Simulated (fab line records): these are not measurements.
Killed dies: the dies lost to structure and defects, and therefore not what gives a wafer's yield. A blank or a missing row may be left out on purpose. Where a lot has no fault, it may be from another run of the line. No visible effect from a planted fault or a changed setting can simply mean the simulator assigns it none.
Which of the tools did it? -- flow gf180mcu -- 39 wafers from 13 lots sampled at 4 of the route's 602 steps

## WHAT THE GAUGES READ, wafer by wafer
GF_STI_CD_MEAS_12 targets a cd of 220 nm. Usual: cd-nm 220.2 nm, standard deviation 0.96.
lot,measured,on,cd-nm (nm),flag
L807,day 2 02:39,cd-sem-02,221.6 220.4 220.3,
L809,day 2 11:28,cd-sem-02,219.7 220.2 219.9,
L810,day 2 16:46,cd-sem-01,221.9 221.3 221.0,
L811,day 2 21:20,cd-sem-02,220.6 219.2 220.4,
L812,day 3 02:28,cd-sem-02,220.3 219.9 220.7,
L813,day 3 09:08,cd-sem-01,218.9 218.8 218.6,
L814,day 3 12:49,cd-sem-02,221.3 220.6 219.4,
L815,day 3 18:07,cd-sem-01,220.4 220.7 219.9,
L819,day 4 14:55,cd-sem-01,235.3 235.5 236.0,OFF
L826,day 6 03:43,cd-sem-01,221.8 222.6 222.4,
L828,day 6 14:52,cd-sem-02,221.1 219.0 220.1,
L829,day 6 19:25,cd-sem-01,219.5 220.6 218.9,
L830,day 7 00:11,cd-sem-01,220.9 219.6 220.6,

GF_STI_THK_MEAS_30. Usual: for STI_OXIDATION_02_THK the level is 9.97 nm and the standard deviation is 0.17.
lot,measured,on,STI_OXIDATION_02_THK (nm),flag
L807,day 2 06:58,film-metro-01,10.15 10.11 10.07,
L809,day 2 16:31,film-metro-01,10.13 10.07 10.13,
L810,day 2 21:07,film-metro-02,10.16 9.98 10.06,
L811,day 3 04:43,film-metro-02,10.09 10.27 9.99,
L812,day 3 07:35,film-metro-04,10.09 10.22 9.98,
L813,day 3 13:27,film-metro-01,9.87 9.88 9.79,
L814,day 3 18:46,film-metro-01,9.91 10.06 9.82,
L815,day 3 22:29,film-metro-01,9.76 9.74 9.62,
L819,day 4 20:56,film-metro-01,9.72 9.88 9.89,
L826,day 6 08:22,film-metro-04,9.71 10.00 9.87,
L828,day 6 20:15,film-metro-02,10.00 9.99 9.97,
L829,day 6 23:54,film-metro-01,10.06 9.97 10.26,
L830,day 7 04:31,film-metro-02,10.16 10.21 9.95,

GF_POLY_GATE_THK_MEAS_01. Usual: for POLY_GATE_CVD_00_THK the level is 199.7 nm and the standard deviation is 2.1.
lot,measured,on,POLY_GATE_CVD_00_THK (nm),flag
L807,day 8 11:35,film-metro-02,202.1 200.8 200.9,
L809,day 9 02:53,film-metro-01,200.9 201.5 201.7,
L810,day 9 05:40,film-metro-03,202.6 201.0 202.6,
L811,day 9 16:27,film-metro-03,200.2 199.4 200.1,
L812,day 9 23:04,film-metro-01,196.2 198.3 197.1,
L813,day 10 04:39,film-metro-01,201.7 202.7 202.1,
L814,day 10 10:26,film-metro-01,195.8 196.5 195.4,
L815,day 10 19:32,film-metro-02,199.1 198.4 199.7,
L819,day 11 20:48,film-metro-01,198.3 196.8 198.0,
L826,day 13 21:55,film-metro-01,197.1 197.0 197.7,
L828,day 14 12:53,film-metro-01,199.2 198.0 199.5,
L829,day 14 22:26,film-metro-03,200.1 201.8 201.2,
L830,day 15 01:13,film-metro-02,202.7 203.8 203.4,

## WHAT TOOL EACH LOT RAN ON (gives the tool, then ch and the chambers of the sampled wafers, and finally the start)
lot,GF_STI_EXPOSE_09
L807,"krf-scanner-01 ch 0, day 1 20:43"
L809,"krf-scanner-01 ch 0, day 2 06:16"
L810,"krf-scanner-02 ch 0, day 2 10:53"
L811,"krf-scanner-01 ch 0, day 2 15:18"
L812,"krf-scanner-01 ch 0, day 2 20:58"
L813,"krf-scanner-02 ch 0, day 3 02:50"
L814,"krf-scanner-02 ch 0, day 3 06:37"
L815,"krf-scanner-02 ch 0, day 3 12:07"
L819,"krf-scanner-01 ch 0, day 4 08:20"
L826,"krf-scanner-01 ch 0, day 5 20:05"
L828,"krf-scanner-02 ch 0, day 6 07:07"
L829,"krf-scanner-02 ch 0, day 6 11:25"
L830,"krf-scanner-01 ch 0, day 6 16:39"
- GF_STI_EXPOSE_09: exposes mask COMP, target cd 220 nm.

## WHAT THE TOOLS THEMSELVES READ (means of the sampled wafers that have a number; where no wafer has one, the mark that the record gives instead)
GF_STI_EXPOSE_09. Usual: focus-offset-nm 0.1 nm, standard deviation 0.55; stage-vel-mm-s 499.94 mm/s, standard deviation 0.27.
lot,tool,focus-offset-nm (nm),stage-vel-mm-s (mm/s),flag
L807,krf-scanner-01,-0.1,499.63,
L809,krf-scanner-01,-0.2,499.79,
L810,krf-scanner-02,0.5,499.71,
L811,krf-scanner-01,-0.2,499.72,
L812,krf-scanner-01,1.0,500.08,
L813,krf-scanner-02,0.2,499.89,
L814,krf-scanner-02,-0.0,500.04,
L815,krf-scanner-02,0.2,499.98,
L819,krf-scanner-01,0.8,500.21,
L826,krf-scanner-01,0.1,500.09,
L828,krf-scanner-02,0.0,500.04,
L829,krf-scanner-02,-1.0,499.93,
L830,krf-scanner-01,0.2,500.11,

## THE ANSWER, worked out from the rows above alone
Rule: a lot counts as off when the mean over its wafers that have a number is more than 3 standard deviations away from the usual mean. A lot without any number at a reading at which 4 lots or more have one is off too. Any other lot the step has rows for is counted as sound. First the gauges in route order, then the tools' own readings, where a lot's mean is used as printed above. The first step at which some lot is off is used, and at that step the reading that is off furthest; a lot without a number counts as furthest.
Off: L819, at GF_STI_CD_MEAS_12 (cd-nm).
If a tool, at a process step before that reading, ran all the lots that are off and no sound lot after the first of them, it fits. Gauges at GF_STI_CD_MEAS_12: tried the same way as those tools. Not one of the candidates tried fits.

## WHAT THE SIMULATOR PUT IN
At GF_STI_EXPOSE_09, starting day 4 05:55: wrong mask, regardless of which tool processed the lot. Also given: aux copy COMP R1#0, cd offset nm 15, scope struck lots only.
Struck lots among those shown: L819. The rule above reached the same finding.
